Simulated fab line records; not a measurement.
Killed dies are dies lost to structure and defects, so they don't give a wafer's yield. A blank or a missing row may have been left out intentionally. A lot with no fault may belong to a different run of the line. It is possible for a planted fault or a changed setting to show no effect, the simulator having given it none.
What tool caused it? ; flow gf180mcu ; Sampling: 12 lots, 36 wafers, 6 of 602 route steps

## WHAT EACH GAUGE READ, for each wafer
GF_HV_LDD_OVL_MEAS_08.
lot;measured;on;HV_LDD_OVL (nm)
L282;day 10 01:52;overlay-02;1.4 -1.3 1.1
L283;day 10 07:34;overlay-02;-1.0 -0.4 2.2
L284;day 10 15:38;overlay-01;-1.9 -0.4 1.3
L290;day 12 17:05;overlay-01;2.5 4.0 3.7
L292;day 13 06:55;overlay-01;1.0 2.8 0.4
L295;day 14 06:13;overlay-01;2.4 0.4 0.3
L298;day 14 23:07;overlay-02;-1.8 0.4 -1.1
L299;day 15 06:04;overlay-02;2.7 2.0 2.1
L300;day 15 10:55;overlay-01;2.1 2.3 2.4
L303;day 16 13:41;overlay-02;0.5 -0.4 0.9
L304;day 16 17:28;overlay-01;0.8 -1.6 0.4
L305;day 17 03:10;overlay-01;-0.1 -2.3 2.4

GF_HV_LDD_TW_MEAS_38.
lot;measured;on;HV_LDD_3_TW
L282;day 11 16:00;film_metro-01;1458 1452 1453
L283;day 11 21:02;film_metro-01;1454 1459 1456
L284;day 12 06:13;film_metro-01;1445 1440 1454
L290;day 14 10:00;film_metro-04;1424 1426 1425
L292;day 15 01:43;film_metro-04;1431 1419 1422
L295;day 16 01:29;film_metro-01;1427 1441 1450
L298;day 16 19:49;film_metro-01;1439 1437 1437
L299;day 17 03:47;film_metro-01;1441 1441 1445
L300;day 17 08:42;film_metro-03;1456 1455 1449
L303;day 18 13:02;film_metro-04;1416 1420 1419
L304;day 18 16:28;film_metro-01;1455 1456 1457
L305;day 19 02:44;film_metro-01;1445 1444 1448

GF_NSD_TW_MEAS_12.
lot;measured;on;NSD_TW
L282;day 13 09:57;film_metro-02;4268 4264 4247
L283;day 13 15:50;film_metro-01;4314 4344 4327
L284;day 14 01:40;film_metro-02;4272 4263 4275
L290;day 16 09:28;film_metro-02;4325 4310 4286
L292;day 17 04:23;film_metro-02;4320 4307 4326
L295;day 18 02:07;film_metro-01;4322 4324 4310
L298;day 18 22:02;film_metro-03;4265 4261 4281
L299;day 19 06:20;film_metro-03;4293 4313 4316
L300;day 19 12:01;film_metro-01;4297 4283 4280
L303;day 20 16:35;film_metro-02;4287 4282 4280
L304;day 20 20:26;film_metro-02;4301 4276 4285
L305;day 21 05:56;film_metro-02;4281 4256 4245

GF_PSD_RS_MEAS_14: measures by four-point-probe.
lot;measured;on;NSD_RS (ohm/sq)
L282;day 14 06:36;film_metro-02;46.00 46.17 46.10
L283;day 14 12:55;film_metro-02;46.24 46.07 46.14
L284;day 14 22:53;film_metro-02;46.08 46.07 46.03
L290;day 17 08:10;film_metro-01;44.75 44.70 44.95
L292;day 18 03:27;film_metro-03;44.73 44.77 44.79
L295;day 19 02:10;film_metro-02;46.14 46.19 46.07
L298;day 19 23:01;film_metro-03;45.97 46.05 46.01
L299;day 20 07:23;film_metro-02;46.00 46.04 45.94
L300;day 20 13:01;film_metro-02;46.09 46.00 45.97
L303;day 21 15:58;film_metro-02;46.07 46.19 46.09
L304;day 21 20:37;film_metro-03;46.17 46.23 46.21
L305;day 22 05:53;film_metro-02;46.12 46.14 46.21

## WHICH TOOL RAN EACH LOT (tool, then ch and the chambers of the sampled wafers, then the start)
lot;GF_NSD_IMPLANT_09;GF_NSD_STRIP_11
L282;implanter-04 ch 0, day 13 09:33;plasma_asher-02 ch 0,1, day 13 09:51
L283;implanter-02 ch 0, day 13 15:26;plasma_asher-04 ch 0,1, day 13 15:44
L284;implanter-04 ch 0, day 14 01:17;plasma_asher-03 ch 0,1, day 14 01:33
L290;implanter-04 ch 0, day 16 09:04;plasma_asher-04 ch 0,1, day 16 09:22
L292;implanter-04 ch 0, day 17 03:59;plasma_asher-02 ch 0,1, day 17 04:17
L295;implanter-03 ch 0, day 18 01:43;plasma_asher-03 ch 0,1, day 18 02:01
L298;implanter-02 ch 0, day 18 21:39;plasma_asher-04 ch 0, day 18 21:56
L299;implanter-03 ch 0, day 19 05:57;plasma_asher-02 ch 0,1, day 19 06:13
L300;implanter-02 ch 0, day 19 11:37;plasma_asher-03 ch 0,1, day 19 11:55
L303;implanter-03 ch 0, day 20 16:12;plasma_asher-04 ch 0,1, day 20 16:28
L304;implanter-03 ch 0, day 20 20:02;plasma_asher-02 ch 0,1, day 20 20:20
L305;implanter-03 ch 0, day 21 05:33;plasma_asher-04 ch 0,1, day 21 05:49
- GF_NSD_IMPLANT_09
- GF_NSD_STRIP_11: strips in O2/N2.

## WHAT THE TOOLS THEMSELVES READ (means of the sampled wafers that have a number; where no wafer has one, the mark that the record gives instead)
GF_NSD_IMPLANT_09.
lot;tool;beam_on_s (s);dose_ions_cm2
L282;implanter-04;15.2;4e+15
L283;implanter-02;17.2;4e+15
L284;implanter-04;15.0;4e+15
L290;implanter-04;20.0;5e+15
L292;implanter-04;20.3;5e+15
L295;implanter-03;17.3;4e+15
L298;implanter-02;18.0;4e+15
L299;implanter-03;16.9;4e+15
L300;implanter-02;18.1;4e+15
L303;implanter-03;16.8;4e+15
L304;implanter-03;16.5;4e+15
L305;implanter-03;17.0;4e+15

GF_NSD_STRIP_11.
lot;tool;drypump_motor_current_A (A);heater_power_w (W);o2_flow_sccm (sccm);oes_product_au (a.u.);strip_time_to_endpoint_s (s)
L282;plasma_asher-02;5.6;357;2995;0.484;22.95
L283;plasma_asher-04;6.0;321;3001;0.487;22.97
L284;plasma_asher-03;6.1;306;2997;0.485;22.95
L290;plasma_asher-04;6.0;320;3005;0.479;23.81
L292;plasma_asher-02;5.7;328;3000;0.482;23.80
L295;plasma_asher-03;6.1;305;2997;0.486;22.95
L298;plasma_asher-04;6.4;286;2992;0.486;23.01
L299;plasma_asher-02;5.6;358;2997;0.486;22.98
L300;plasma_asher-03;6.1;311;2993;0.483;23.02
L303;plasma_asher-04;5.9;320;3002;0.487;22.96
L304;plasma_asher-02;5.7;332;3003;0.490;22.96
L305;plasma_asher-04;6.2;303;3000;0.490;22.99

## THE ANSWER, worked out from the rows above alone
Rule: what is usual is taken from the lots themselves. The widest of any qualifying gaps counts: lots, ordered by their means at a reading, are off when they make up no more than a third of the lots, leave a main group of 4 or more, and stand apart from it by 3 or more times the standard deviation of that group's means. A main group whose means are all the same, to the digits that the tables above print for the reading, isn't used. Also off: a lot with no number at a reading for which 4 or more lots have one. The other lots that the step has rows for count as sound. First the gauges in route order, then the tools' own readings, where a lot's mean is used as printed above. At the first step where some lot is off, the reading lying furthest off is the one used; lots without a number count as furthest.
Off: L290, L292, at GF_PSD_RS_MEAS_14 (NSD_RS). The main group has a mean of 46.09 ohm/sq with a standard deviation of 0.067.
A tool fits if, at a process step before that reading, it ran every lot that is off, and no sound lot after the first of them. Not tried: the gauges at GF_PSD_RS_MEAS_14; whatever is off there is also off at GF_NSD_STRIP_11, on other tools, and gauge error can't account for it. One fits: implanter-04 at GF_NSD_IMPLANT_09. Its last sound lot is L284 (day 14 01:17), its first lot that is off L290 (day 16 09:04): a fault that began between those two fits.
On the lots that are off, the tool's own readings at GF_NSD_IMPLANT_09 differ by more than 5 times the standard deviation of the sound lots' means, which bears it out; dose_ions_cm2 reads 5e+15 there versus 4e+15 on the sound lots.

## WHAT THE SIMULATOR HAD INSERTED
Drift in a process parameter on implanter-04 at GF_NSD_IMPLANT_09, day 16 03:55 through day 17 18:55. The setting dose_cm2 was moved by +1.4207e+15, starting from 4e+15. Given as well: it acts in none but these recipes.
Struck lots among those shown: L290, L292. The same result came from the rule above.
